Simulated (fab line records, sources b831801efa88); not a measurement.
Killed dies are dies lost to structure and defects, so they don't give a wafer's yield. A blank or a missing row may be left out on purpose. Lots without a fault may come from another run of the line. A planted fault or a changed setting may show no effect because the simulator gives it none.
fab line records | flow sky130
record lots=6 wafers=18 last_day=49
route steps=708 shown FIELD_ISO@15 NWELL@32 DNWELL@35 PWDE@45 PAD_OPEN@708
lots that met no fault: from a run of the same line without faults
start_h: hours from the record's first day to the start of the lot's first wafer shown | wait_h: hours since the lot's step before | " the same as in the row above | L1.1+2: a row that stands for several wafers | - no value, or no start given | * or withheld: withheld | < > ~ a bound
route shown NAME@n: a module of which the file shows steps, and the number in the route of the first | usual: mean/standard deviation of fault-free wafers | same: alike in all rows | chamber/n: place in a boat | sites: the reading at each site | _std_site: their standard deviation | _edge_site: outer sites' mean less inner sites' | radius_mm: how far each site lies from the wafer's centre | mask NAME#n: copy n | behind: the tool/chamber that last shaped the wafer | hold: why the lot was held/for how many hours/how that ended | device: the transistor (n, p or np) that didn't switch | end of line: the same wafers' tests at the end of the route | a step without rows: its recipe alone | killed: dies lost to structure and defects at the first sort, not the wafer's yield | map: a wafer's dies, x killed, . not, _ none there
set.NAME: the setting as run; set.NAME@STEP: as run at that earlier step | model.NAME: the simulator's own value behind a step, which no gauge read
lots at some steps of the route; a table a step, a row a wafer
services: from which hour (start_h, from the record's first day; less than 0 if before it) a tool's chamber was out of use, for how many hours, and why
## steps
# step SKY_FIELD_ISO_ETCH_14
# recipe chemistry=N2/H2 target=BARC ion_energy_ev=200 source_w=500 bias_w=100 pressure_mtorr=30 n2_flow_sccm=100 h2_flow_sccm=200 stop_on=SiO2 time_s=45.9 target_depth_a=600
# usual drypump_motor_current_A=5.9/0.46 oes_product_au=0.852/0.0048 throttle_valve_pct=13.225/0.0092
# columns lot.wafer tool chamber start_h wait_h drypump_motor_current_A oes_product_au rf_hours_counter_h throttle_valve_pct
L535.1 rie_diel-01 1 40.54 0.1 5.4 0.845 143 13.229
L535.4 " 2 " " 5.9 0.848 8 13.200
L535.5 " 0 " " 5.7 0.845 - 13.229
L536.2 rie_diel-03 2 43.12 0.1 6.3 0.855 167 13.236
L536.4 " 0 " " 6.4 0.847 169 13.225
L536.5 " 2 " " 6.3 0.855 - 13.259
L537.1 rie_diel-01 0 44.73 0.1 5.7 0.851 124 13.214
L537.3 " 2 " " 5.9 0.853 8 13.228
L537.6 " 2 " " 5.9 0.847 - 13.228
L542.2 rie_diel-04 1 68.97 0.1 5.9 0.846 6 13.229
L542.3 " 3 " " 6.6 0.858 121 13.223
L542.4 " 2 " " 5.8 0.853 16 13.223
L549.1 rie_diel-01 0 108.04 0.1 5.7 0.851 124 13.233
L549.5 " 2 " " 5.9 0.861 - 13.223
L549.6 " 1 " " 5.4 0.855 - 13.228
L550.1 rie_diel-04 0 110.97 0.1 5.1 0.850 4 13.228
L550.5 " 2 " " 5.8 0.853 - 13.220
L550.6 " 3 " " 6.5 0.857 - 13.232
# step SKY_FIELD_ISO_ETCH_15
# recipe chemistry=CHF3/O2 target_depth_nm=180 stop_on=Si source_w=600 bias_w=200 pressure_mtorr=40 chf3_flow_sccm=50 O2_flow_sccm=5 time_s=72
# step SKY_FIELD_ISO_STRIP_16
# recipe chemistry=O2/N2 power_w=1400 pressure_mtorr=1500 platen_temp_c=withheld o2_flow_sccm=3000 n2_flow_sccm=300 overash_fraction=0.5
# usual drypump_motor_current_A=5.5/0.34 oes_product_au=0.377/0.0046 strip_time_to_endpoint_s=3.539/0.025
# columns lot.wafer tool chamber start_h wait_h drypump_motor_current_A oes_product_au rf_hours_counter_h strip_time_to_endpoint_s
L535.1 plasma_asher-04 0 40.64 0.0 5.7 0.382 37 3.537
L535.4 " 1 " " 5.6 0.383 - 3.470
L535.5 " 1 " " 5.6 0.375 - 3.517
L536.2 plasma_asher-01 0 43.22 0.0 5.1 0.372 22 3.571
L536.4 " 1 " " 5.1 0.376 - 3.536
L536.5 " 0 " " 5.1 0.377 - 3.565
L537.1 plasma_asher-02 1 44.83 0.0 6.1 0.376 37 3.558
L537.3 " 1 " " 6.1 0.375 - 3.514
L537.6 " 0 " " 5.7 0.380 - 3.528
L542.2 plasma_asher-01 0 69.07 0.0 5.1 0.377 25 3.559
L542.3 " 1 " " 5.2 0.379 - 3.563
L542.4 " 0 " " 5.1 0.367 - 3.536
L549.1 plasma_asher-04 0 108.14 0.0 5.7 0.375 44 3.549
L549.5 " 1 " " 5.6 0.373 - 3.530
L549.6 " 0 " " 5.7 0.377 - 3.573
L550.1 plasma_asher-02 1 111.07 0.0 6.1 0.373 43 3.534
L550.5 " 0 " " 5.7 0.377 - 3.537
L550.6 " 1 " " 6.1 0.382 - 3.546
# step SKY_FIELD_ISO_ETCH_17
# recipe target_depth_a=3420 mask_material=Si3N4 chemistry=HBr/Cl2/O2 target=Si taper_deg=5 icp_w=600 bias_w=150 pressure_mtorr=15 HBr_flow_sccm=150 Cl2_flow_sccm=40 O2_flow_sccm=6 time_s=97.7
# usual O2_flow_sccm=6.001/0.02 drypump_motor_current_A=5.5/0.51 oes_product_au=1.003/0.0083 throttle_valve_pct=25.654/0.011
# columns lot.wafer tool chamber start_h wait_h O2_flow_sccm drypump_motor_current_A oes_product_au rf_hours_counter_h throttle_valve_pct
L535.1 rie_si-01 1 40.74 0.1 6.017 5.9 1.006 21 25.644
L535.4 " 2 " " 6.000 5.0 0.995 - 25.658
L535.5 " 0 " " 5.990 5.2 1.009 - 25.645
L536.2 rie_si-02 0 43.32 0.1 5.992 6.2 1.000 118 25.659
L536.4 " 2 " " 6.006 4.9 1.002 21 25.658
L536.5 " 0 " " 5.990 6.2 1.005 - 25.646
L537.1 rie_si-01 0 44.93 0.1 6.001 5.2 1.003 95 25.642
L537.3 " 1 " " 5.989 5.9 1.011 21 25.635
L537.6 " 3 " " 6.023 5.6 1.011 - 25.643
L542.2 rie_si-01 1 69.17 0.1 5.984 5.9 1.012 21 25.652
L542.3 " 3 " " 6.047 5.5 1.013 22 25.659
L542.4 " 0 " " 5.988 5.2 1.013 95 25.654
L549.1 rie_si-01 3 108.24 0.1 5.989 5.5 1.017 23 25.660
L549.5 " 0 " " 5.979 5.2 1.002 - 25.642
L549.6 " 3 " " 6.036 5.5 1.004 - 25.662
L550.1 rie_si-02 3 111.17 0.1 5.962 5.4 1.015 103 25.652
L550.5 " 3 " " 5.951 5.4 1.025 - 25.638
L550.6 " 2 " " 5.982 4.9 1.002 - 25.653
# step SKY_FIELD_ISO_WET_ETCH_18
# recipe chemistry=H3PO4 target_depth_nm=25 temp_c=160 target=Si3N4 time_s=286
# step SKY_FIELD_ISO_CLEAN_19
# recipe chemistry=SC1/SC2 mix=1:4:20 temp_c=70 time_s=150
# step SKY_FIELD_ISO_CLEAN_20
# recipe chemistry=dHF time_s=20 dilution=100:1
# step SKY_FIELD_ISO_WET_ETCH_21
# recipe chemistry=dHF dilution=100:1 target_depth_nm=20 dry=ipa_marangoni target=SiO2 temp_c=25 time_s=400
# step SKY_FIELD_ISO_OXIDATION_22
# recipe temp_c=950 ambient=O2 stabilise_s=600 purge_s=300 target_thk_a=100 ox_time_s=623
# step SKY_FIELD_ISO_THK_MEAS_23
# recipe reads=SiO2_of_FIELD_ISO_OXIDATION_22
# usual FIELD_ISO_OXIDATION_01_THK=9.95/0.17
# columns lot.wafer tool chamber start_h wait_h FIELD_ISO_OXIDATION_01_THK[nm]
L535.1 film_metro-04 - 42.93 0.0 10.05
L535.4 " - " " 10.05
L535.5 " - " " 10.20
L536.2 film_metro-02 - 44.85 0.0 9.74
L536.4 " - " " 9.58
L536.5 " - " " 9.65
L537.1 film_metro-01 - 47.70 0.0 10.05
L537.3 " - " " 9.96
L537.6 " - " " 10.03
L542.2 film_metro-04 - 70.70 0.0 9.94
L542.3 " - " " 10.15
L542.4 " - " " 9.96
L549.1 film_metro-04 - 109.75 0.0 9.68
L549.5 " - " " 9.87
L549.6 " - " " 9.80
L550.1 film_metro-02 - 112.69 0.0 9.94
L550.5 " - " " 9.93
L550.6 " - " " 10.08
# step SKY_FIELD_ISO_CVD_24
# recipe material=SiO2 target_thk_nm=595 temp_c=650 sigma_open_frac=0.3 time_s=99.2 sih4_flow_sccm=60 pressure_mtorr=6
# step SKY_FIELD_ISO_THK_MEAS_25
# recipe reads=SiO2_of_FIELD_ISO_CVD_24
# usual FIELD_ISO_CVD_24_THK=594/5.1
# columns lot.wafer tool chamber start_h wait_h FIELD_ISO_CVD_24_THK[nm]
L535.1 film_metro-04 - 43.06 0.0 596
L535.4 " - " " 597
L535.5 " - " " 597
L536.2 film_metro-04 - 44.98 0.0 594
L536.4 " - " " 597
L536.5 " - " " 594
L537.1 film_metro-04 - 47.83 0.0 599
L537.3 " - " " 599
L537.6 " - " " 602
L542.2 film_metro-01 - 70.99 0.0 588
L542.3 " - " " 590
L542.4 " - " " 593
L549.1 film_metro-01 - 109.88 0.0 586
L549.5 " - " " 584
L549.6 " - " " 596
L550.1 film_metro-01 - 112.82 0.0 591
L550.5 " - " " 588
L550.6 " - " " 596
# step SKY_FIELD_ISO_ANNEAL_26
# recipe temp_c=1000 time_s=1800 ambient=N2
# usual spike_tc_bottom_C=1019.2/1.8
# columns lot.wafer tool chamber start_h wait_h spike_tc_bottom_C
L535.1 furnace-01 0 43.12 0.1 1020.3
L535.4 " 0 " " 1019.7
L535.5 " 0 " " 1020.7
L536.2 furnace-01 0 45.03 0.0 1021.6
L536.4 " 0 " " 1021.4
L536.5 " 0 " " 1020.8
L537.1 furnace-02 0 48.03 0.2 1019.3
L537.3 " 0 " " 1019.7
L537.6 " 0 " " 1017.8
L542.2 furnace-01 0 71.04 0.0 1021.9
L542.3 " 0 " " 1020.1
L542.4 " 0 " " 1021.0
L549.1 furnace-02 0 109.94 0.1 1018.5
L549.5 " 0 " " 1017.6
L549.6 " 0 " " 1017.2
L550.1 furnace-02 0 112.88 0.1 1017.7
L550.5 " 0 " " 1016.6
L550.6 " 0 " " 1017.4
# step SKY_FIELD_ISO_CMP_27
# recipe stop_on=Si3N4 t_overpolish_s=16 down_force_psi=4 platen_rpm=60 target_thk_nm=457.8 pad_velocity_m_s=0.94248
# step SKY_FIELD_ISO_WET_ETCH_28
# recipe chemistry=dHF target_depth_nm=23.7 target=SiO2 dilution=10:1 temp_c=25 time_s=47
# step SKY_FIELD_ISO_WET_ETCH_29
# recipe chemistry=H3PO4 target_depth_nm=160 target=Si3N4 temp_c=160 time_s=1825
# step SKY_FIELD_ISO_WET_ETCH_30
# recipe chemistry=dHF target_depth_nm=25 target=SiO2 dilution=10:1 temp_c=25 time_s=50
# step SKY_NWELL_CLEAN_00
# recipe chemistry=SC1/SC2 mix=1:4:20 temp_c=70 time_s=150 dry=n2_spin
# step SKY_NWELL_OXIDATION_01
# recipe temp_c=900 ambient=O2 stabilise_s=600 purge_s=300 target_thk_a=100 ox_time_s=1418
# step SKY_NWELL_THK_MEAS_02
# recipe reads=SiO2_of_NWELL_OXIDATION_01
# usual NWELL_OXIDATION_THK=9.95/0.17
# columns lot.wafer tool chamber start_h wait_h NWELL_OXIDATION_THK[nm]
L535.1 film_metro-04 - 48.03 0.0 9.71
L535.4 " - " " 9.60
L535.5 " - " " 9.73
L536.2 film_metro-04 - 49.11 0.0 9.93
L536.4 " - " " 9.99
L536.5 " - " " 9.94
L537.1 film_metro-03 - 52.58 0.0 9.66
L537.3 " - " " 9.64
L537.6 " - " " 9.74
L542.2 film_metro-01 - 74.86 0.0 10.33
L542.3 " - " " 10.17
L542.4 " - " " 10.12
L549.1 film_metro-04 - 113.81 0.0 10.19
L549.5 " - " " 10.03
L549.6 " - " " 10.07
L550.1 film_metro-04 - 118.03 0.0 9.80
L550.5 " - " " 9.89
L550.6 " - " " 9.80
# step SKY_DNWELL_DEHYDRATE_00
# recipe temp_c=200 time_s=60
# step SKY_DNWELL_HMDS_01
# recipe prime_time_s=60 prime_temp_c=120
# step SKY_DNWELL_COAT_02
# recipe spin_rpm=2000 resist_thk_nm=3000
# step SKY_DNWELL_SOFTBAKE_03
# recipe temp_c=110 time_s=withheld
# step SKY_DNWELL_EXPOSE_04
# recipe mask_id=DNM na=0.57 target_cd_nm=3000 dose_mj=222
# step SKY_DNWELL_PEB_05
# recipe temp_c=115 time_s=withheld
# step SKY_DNWELL_DEVELOP_06
# recipe wall_angle_deg=90 developer=TMAH develop_time_s=62.21 dev_temp_c=23
# step SKY_DNWELL_IMPLANT_07
# recipe species=P energy_kev=withheld dose_cm2=withheld tilt_deg=withheld
# step SKY_DNWELL_STRIP_08
# recipe chemistry=O2/N2 power_w=1400 pressure_mtorr=1500 platen_temp_c=withheld o2_flow_sccm=3000 n2_flow_sccm=300 overash_fraction=0.5
# usual drypump_motor_current_A=5.77/0.22 oes_product_au=0.722/0.0041 strip_time_to_endpoint_s=36.92/0.097
# columns lot.wafer tool chamber start_h wait_h drypump_motor_current_A oes_product_au rf_hours_counter_h strip_time_to_endpoint_s
L535.1 plasma_asher-02 0 63.47 0.1 5.66 0.723 39 37.05
L535.4 " 1 " " 6.13 0.728 - 36.98
L535.5 " 0 " " 5.68 0.716 - 37.03
L536.2 plasma_asher-02 1 64.99 0.1 6.10 0.729 39 37.01
L536.4 " 1 " " 6.11 0.718 - 37.10
L536.5 " 0 " " 5.69 0.725 - 37.18
L537.1 plasma_asher-04 0 68.94 0.1 5.73 0.720 40 36.75
L537.3 " 1 " " 5.56 0.720 - 36.83
L537.6 " 1 " " 5.56 0.731 - 36.84
L542.2 plasma_asher-02 1 91.05 0.1 6.14 0.727 41 37.02
L542.3 " 0 " " 5.69 0.723 - 37.03
L542.4 " 1 " " 6.10 0.721 - 36.95
L549.1 plasma_asher-04 1 132.04 0.1 5.58 0.721 47 36.78
L549.5 " 0 " " 5.73 0.725 - 36.81
L549.6 " 1 " " 5.57 0.727 - 36.73
L550.1 plasma_asher-02 1 136.87 0.1 6.15 0.722 46 37.03
L550.5 " 1 " " 6.13 0.722 - 36.95
L550.6 " 0 " " 5.66 0.724 - 37.02
# step SKY_DNWELL_TW_MEAS_09
# usual DNWELL_TW=1124/10
# columns lot.wafer tool chamber start_h wait_h DNWELL_TW
L535.1 film_metro-03 - 63.57 0.1 1118
L535.4 " - " " 1115
L535.5 " - " " 1114
L536.2 film_metro-03 - 65.10 0.1 1111
L536.4 " - " " 1115
L536.5 " - " " 1117
L537.1 film_metro-04 - 69.04 0.1 1118
L537.3 " - " " 1127
L537.6 " - " " 1125
L542.2 film_metro-04 - 91.16 0.1 1126
L542.3 " - " " 1122
L542.4 " - " " 1129
L549.1 film_metro-01 - 132.14 0.1 1135
L549.5 " - " " 1130
L549.6 " - " " 1130
L550.1 film_metro-04 - 136.97 0.1 1122
L550.5 " - " " 1125
L550.6 " - " " 1119
# step SKY_PWDE_DEHYDRATE_00
# recipe temp_c=200 time_s=60
# step SKY_PWDE_HMDS_01
# recipe prime_time_s=60 prime_temp_c=120
# step SKY_PWDE_COAT_02
# recipe spin_rpm=2000 resist_thk_nm=3000
# step SKY_PWDE_SOFTBAKE_03
# recipe temp_c=110 time_s=withheld
# step SKY_PWDE_EXPOSE_04
# recipe mask_id=PWDEM na=0.6 source_shape=conventional sigma_outer=0.6 polarization=unpolarized target_cd_nm=840 dose_mj=214
# step SKY_PWDE_PEB_05
# recipe temp_c=115 time_s=withheld
# step SKY_PWDE_DEVELOP_06
# recipe wall_angle_deg=90 developer=TMAH develop_time_s=60 dev_temp_c=23
# step SKY_PWDE_OVL_MEAS_07
# usual PWDE_OVL=1.0/2.3
# columns lot.wafer tool chamber start_h wait_h PWDE_OVL[nm]
L535.1 overlay-01 - 79.39 - 1.0
L535.4 " - " " -1.4
L535.5 " - " " 0.3
L536.2 overlay-01 - 80.93 - -4.0
L536.4 " - " " -3.7
L536.5 " - " " -3.1
L537.1 overlay-01 - 85.29 - -0.8
L537.3 " - " " -1.3
L537.6 " - " " -0.9
L542.2 overlay-02 - 108.97 - 3.7
L542.3 " - " " 3.6
L542.4 " - " " 3.5
L549.1 overlay-01 - 151.39 - -2.5
L549.5 " - " " -3.2
L549.6 " - " " -1.6
L550.1 overlay-02 - 156.76 - 3.8
L550.5 " - " " 4.7
L550.6 " - " " 4.4
# step SKY_PWDE_IMPLANT_08
# recipe species=B energy_kev=150 dose_cm2=3.6e+12 tilt_deg=withheld
# step SKY_PWDE_STRIP_09
# recipe chemistry=O2/N2 power_w=1400 pressure_mtorr=1500 platen_temp_c=withheld o2_flow_sccm=3000 n2_flow_sccm=300 overash_fraction=0.5
# usual drypump_motor_current_A=5.6/0.35 oes_product_au=0.722/0.0047 strip_time_to_endpoint_s=36.96/0.11
# columns lot.wafer tool chamber start_h wait_h drypump_motor_current_A oes_product_au rf_hours_counter_h strip_time_to_endpoint_s
L535.1 plasma_asher-03 1 79.58 0.1 5.4 0.721 38 36.93
L535.4 " 1 " " 5.4 0.721 - 37.00
L535.5 " 1 " " 5.4 0.729 - 37.10
L536.2 plasma_asher-02 1 81.11 0.1 6.1 0.731 40 37.14
L536.4 " 0 " " 5.7 0.723 - 36.97
L536.5 " 0 " " 5.7 0.728 - 37.05
L537.1 plasma_asher-03 0 85.48 0.1 5.8 0.721 39 36.93
L537.3 " 0 " " 5.8 0.727 - 36.95
L537.6 " 0 " " 5.8 0.713 - 36.98
L542.2 plasma_asher-02 1 109.15 0.1 6.1 0.722 43 36.78
L542.3 " 0 " " 5.7 0.731 - 36.73
L542.4 " 1 " " 6.1 0.727 - 36.84
L549.1 plasma_asher-02 1 151.58 0.1 6.1 0.719 48 36.83
L549.5 " 1 " " 6.1 0.718 - 36.70
L549.6 " 0 " " 5.7 0.721 - 36.72
L550.1 plasma_asher-01 0 156.95 0.1 5.1 0.719 33 37.03
L550.5 " 0 " " 5.1 0.726 - 36.95
L550.6 " 1 " " 5.2 0.724 - 37.03
# step SKY_PWDE_TW_MEAS_10
# usual PWDE_TW=376/3.4
# columns lot.wafer tool chamber start_h wait_h PWDE_TW
L535.1 film_metro-04 - 79.68 0.1 377
L535.4 " - " " 376
L535.5 " - " " 378
L536.2 film_metro-01 - 81.22 0.1 380
L536.4 " - " " 382
L536.5 " - " " 384
L537.1 film_metro-03 - 85.58 0.1 373
L537.3 " - " " 373
L537.6 " - " " 374
L542.2 film_metro-01 - 109.26 0.1 378
L542.3 " - " " 380
L542.4 " - " " 380
L549.1 film_metro-01 - 151.68 0.1 380
L549.5 " - " " 380
L549.6 " - " " 379
L550.1 film_metro-04 - 157.05 0.1 376
L550.5 " - " " 376
L550.6 " - " " 376
# step SKY_NWELL_DEHYDRATE_03
# recipe temp_c=200 time_s=60
# step SKY_PAD_OPEN_PROBE_99
# usual killed_at_M0_to_M3=43/7.7 killed_at_M4_up=3.0/1.7 killed_at_contacts=24/5.2 killed_at_front_end=15/4.5 killed_at_other=0.3/0.5 killed_dies=85/9.5 killed_on_rim=17/4 killed_open=47/6.6 killed_short=38/6.6
# same gross_dies=492 killed_at_back_side=0
# columns lot.wafer tool chamber start_h wait_h killed_at_M0_to_M3 killed_at_M4_up killed_at_contacts killed_at_front_end killed_at_other killed_dies killed_on_rim killed_open killed_short model.etest.diode_nwell_sub.leak_log10_a_cm2 model.etest.diode_dnwell_sub.leak_log10_a_cm2 model.etest.diode_pwell_dnwell.leak_log10_a_cm2
L535.1 prober-02 - 1080.76 0.1 39 0 27 19 0 85 13 53 32 -7.63 -7.363 -7.756
L535.4 prober-02 - 1080.91 0.2 26 5 29 17 0 77 9 38 39 -7.362 -7.497 -7.508
L535.5 prober-02 - 1080.96 0.2 38 4 21 14 0 77 11 41 36 -7.247 -7.307 -7.547
L536.2 prober-01 - 1102.26 0.1 43 2 21 14 1 81 19 43 38 -7.353 -7.154 -7.576
L536.4 prober-01 - 1102.36 0.2 43 2 26 12 0 83 12 49 34 -7.085 -7.387 -7.175
L536.5 prober-01 - 1102.41 0.2 42 1 23 8 0 74 16 41 33 -7.371 -7.318 -7.597
L537.1 prober-02 - 1102.53 0.1 40 1 20 19 0 80 14 36 44 -7.486 -7.099 -7.488
L537.3 prober-02 - 1102.63 0.2 47 2 29 15 2 95 15 52 43 -7.485 -7.253 -7.482
L537.6 prober-02 - 1102.78 0.2 33 2 25 22 1 83 16 51 32 -7.244 -7.467 -7.72
L542.2 prober-01 - 1122.58 0.1 52 1 25 10 1 89 15 46 43 -7.553 -6.987 -7.765
L542.3 prober-01 - 1122.63 0.2 54 0 30 8 1 93 21 46 47 -7.328 -7.293 -7.442
L542.4 prober-01 - 1122.68 0.2 44 1 26 8 1 80 12 48 32 -7.162 -7.256 -7.423
L549.1 prober-01 - 1169.54 0.1 40 3 23 13 1 80 15 44 36 -6.946 -7.109 -7.128
L549.5 prober-01 - 1169.74 0.2 34 1 30 16 0 81 22 40 41 -7.013 -6.677 -7.178
L549.6 prober-01 - 1169.79 0.2 50 3 22 16 0 91 11 45 46 -6.742 -6.725 -7.132
L550.1 prober-02 - 1174.11 0.1 49 5 16 12 1 83 15 40 43 -6.65 -6.934 -6.966
L550.5 prober-02 - 1174.31 0.2 43 2 15 11 0 71 11 39 32 -7.088 -6.593 -7.186
L550.6 prober-02 - 1174.36 0.2 32 2 31 14 0 79 17 48 31 -7.066 -6.891 -7.247
# killed by level:class
L535.1 VIA1:geometric_particle:open=8 CONTACT:geometric_particle:open=8 VIA3:geometric_particle:open=8 FIELD_ISO:geometric_particle:open=7 VIA2:geometric_particle:open=7 METAL2:geometric_particle:short=7 LI_CONTACT:geometric_particle:open=6 LOCAL_INTERCONNECT:geometric_particle:short=4
L535.4 LI_CONTACT:geometric_particle:open=9 POLY_GATE:geometric_particle:short=8 CONTACT:geometric_particle:open=8 METAL1:geometric_particle:short=6 VIA3:geometric_particle:open=5 LI_CONTACT:geometric_particle:short=5 POLY_GATE:geometric_particle:open=4 CONTACT:geometric_particle:short=4
L535.5 CONTACT:geometric_particle:open=9 VIA2:geometric_particle:open=9 VIA3:geometric_particle:open=6 METAL1:geometric_particle:short=5 LI_CONTACT:geometric_particle:open=4 CONTACT:geometric_particle:short=4 VIA1:geometric_particle:open=4 METAL2:geometric_particle:short=4
L536.2 CONTACT:geometric_particle:open=8 VIA2:geometric_particle:open=7 METAL2:geometric_particle:short=6 METAL3:geometric_particle:short=6 VIA1:geometric_particle:open=6 FIELD_ISO:geometric_particle:open=5 METAL1:geometric_particle:short=5 VIA3:geometric_particle:open=5
L536.4 CONTACT:geometric_particle:open=9 LI_CONTACT:geometric_particle:open=8 VIA1:geometric_particle:open=8 METAL2:geometric_particle:short=7 VIA2:geometric_particle:open=7 VIA3:geometric_particle:open=7 FIELD_ISO:geometric_particle:short=4 FIELD_ISO:geometric_particle:open=3
L536.5 CONTACT:geometric_particle:open=9 VIA1:geometric_particle:open=7 METAL1:geometric_particle:short=7 LOCAL_INTERCONNECT:geometric_particle:short=6 METAL2:geometric_particle:short=6 VIA2:geometric_particle:open=6 VIA1:geometric_particle:short=5 LI_CONTACT:geometric_particle:open=4
L537.1 METAL2:geometric_particle:short=10 VIA1:geometric_particle:open=9 POLY_GATE:geometric_particle:short=7 LI_CONTACT:geometric_particle:open=6 LOCAL_INTERCONNECT:geometric_particle:short=5 METAL1:geometric_particle:short=5 POLY_GATE:geometric_particle:open=4 VIA3:geometric_particle:open=4
L537.3 VIA3:geometric_particle:open=10 CONTACT:geometric_particle:open=9 LI_CONTACT:geometric_particle:open=8 VIA1:geometric_particle:open=8 METAL2:geometric_particle:short=8 FIELD_ISO:geometric_particle:short=7 LOCAL_INTERCONNECT:geometric_particle:short=4 METAL1:geometric_particle:short=4
L537.6 CONTACT:geometric_particle:open=17 FIELD_ISO:geometric_particle:short=6 POLY_GATE:geometric_particle:open=6 VIA3:geometric_particle:open=6 VIA2:geometric_particle:open=5 VIA1:geometric_particle:open=5 VIA1:geometric_particle:short=4 LI_CONTACT:geometric_particle:open=3
L542.2 VIA1:geometric_particle:open=13 VIA1:geometric_particle:short=11 METAL2:geometric_particle:short=9 LI_CONTACT:geometric_particle:open=8 CONTACT:geometric_particle:open=5 CONTACT:geometric_particle:short=5 METAL1:geometric_particle:short=5 VIA3:geometric_particle:open=5
L542.3 VIA1:geometric_particle:open=13 CONTACT:geometric_particle:open=10 METAL2:geometric_particle:short=8 LI_CONTACT:geometric_particle:open=6 CONTACT:geometric_particle:short=6 METAL1:geometric_particle:short=6 VIA2:geometric_particle:open=6 FIELD_ISO:geometric_particle:open=5
L542.4 VIA1:geometric_particle:open=12 LI_CONTACT:geometric_particle:open=9 METAL2:geometric_particle:short=8 CONTACT:geometric_particle:open=7 METAL1:geometric_particle:short=5 LI_CONTACT:geometric_particle:short=4 METAL1:geometric_particle:open=4 VIA2:geometric_particle:open=4
L549.1 LI_CONTACT:geometric_particle:open=9 VIA1:geometric_particle:open=9 VIA2:geometric_particle:open=8 CONTACT:geometric_particle:short=7 VIA3:geometric_particle:open=6 METAL2:geometric_particle:short=5 FIELD_ISO:geometric_particle:short=4 CONTACT:geometric_particle:open=4
L549.5 CONTACT:geometric_particle:open=14 FIELD_ISO:geometric_particle:open=7 FIELD_ISO:geometric_particle:short=6 VIA1:geometric_particle:open=5 VIA1:geometric_particle:short=5 CONTACT:geometric_particle:short=5 LI_CONTACT:geometric_particle:open=5 METAL2:geometric_particle:short=5
L549.6 METAL1:geometric_particle:short=9 VIA2:geometric_particle:open=9 CONTACT:geometric_particle:open=8 METAL2:geometric_particle:short=8 VIA1:geometric_particle:short=6 LI_CONTACT:geometric_particle:open=6 FIELD_ISO:geometric_particle:short=5 VIA1:geometric_particle:open=5
L550.1 VIA2:geometric_particle:open=8 VIA1:geometric_particle:open=8 VIA1:geometric_particle:short=7 VIA3:geometric_particle:open=6 METAL4:geometric_particle:short=5 LI_CONTACT:geometric_particle:open=5 METAL3:geometric_particle:short=5 POLY_GATE:geometric_particle:short=4
L550.5 VIA2:geometric_particle:open=9 METAL2:geometric_particle:short=7 VIA1:geometric_particle:open=6 VIA3:geometric_particle:open=5 LI_CONTACT:geometric_particle:open=4 METAL2:geometric_particle:open=4 CONTACT:geometric_particle:open=4 METAL1:geometric_particle:short=4
L550.6 VIA1:geometric_particle:open=12 LI_CONTACT:geometric_particle:open=11 FIELD_ISO:geometric_particle:open=7 CONTACT:geometric_particle:short=6 CONTACT:geometric_particle:open=6 LOCAL_INTERCONNECT:geometric_particle:short=4 METAL1:geometric_particle:short=4 METAL2:geometric_particle:short=4
## services
# columns tool chamber start_h hours kind
plasma_asher-01 - 18.76 15.6 pm
rie_diel-04 - 27.32 28.1 pm
rie_si-01 3 38.58 2.8 repair
rie_diel-01 - 55.18 14.6 pm
rie_diel-03 0 76.57 - clean
rie_diel-03 0 76.57 15.8 scheduled_down
rie_diel-03 0 76.57 15.8 vent_cycle
furnace-01 - 78.90 4.5 pm
rie_diel-04 1 85.68 5.5 repair
rie_diel-03 2 92.35 - clean
rie_diel-03 2 92.35 12.0 scheduled_down
rie_diel-03 2 92.35 12.0 vent_cycle
plasma_asher-03 - 108.75 9.0 pm
plasma_asher-03 0 108.75 9.0 vent_cycle
plasma_asher-03 1 108.75 9.0 vent_cycle
rie_diel-03 3 112.09 - clean
rie_diel-03 3 112.09 21.8 scheduled_down
rie_diel-04 1 117.21 3.9 repair
plasma_asher-03 0 117.75 - clean
plasma_asher-03 1 117.75 - clean
rie_diel-01 - 129.13 8.2 repair
rie_si-02 0 129.38 6.1 repair
rie_diel-03 - 134.15 14.6 pm
rie_si-01 0 151.65 1.1 repair
## key
first_sign none at tools or gauges
model_effect step=SKY_PAD_OPEN_PROBE_99 value=etest.diode_nwell_sub.leak_log10_a_cm2 without=-7.354 struck=-6.917
met_at SKY_FIELD_ISO_ANNEAL_26
struck_wafers L549.1,L549.5,L549.6,L550.1,L550.5,L550.6
tester_left_out L549,L550
onset_between 48.03 109.94
also_fits time
fault kind=metallic_contamination_source tool=furnace-02 chamber=- onset_h=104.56 steps=SKY_FIELD_ISO_ANNEAL_26 rate_cm2_per_visit=1.3979e+12 species=metal_cu_cm2
# tester_left_out: of these lots the tester's yield and bins aren't shown, on N5 and GAA mostly nor the transistor test; their killed dies are dies lost to structure and defects alone, not to doping, threshold or leakage, so they don't give the yield
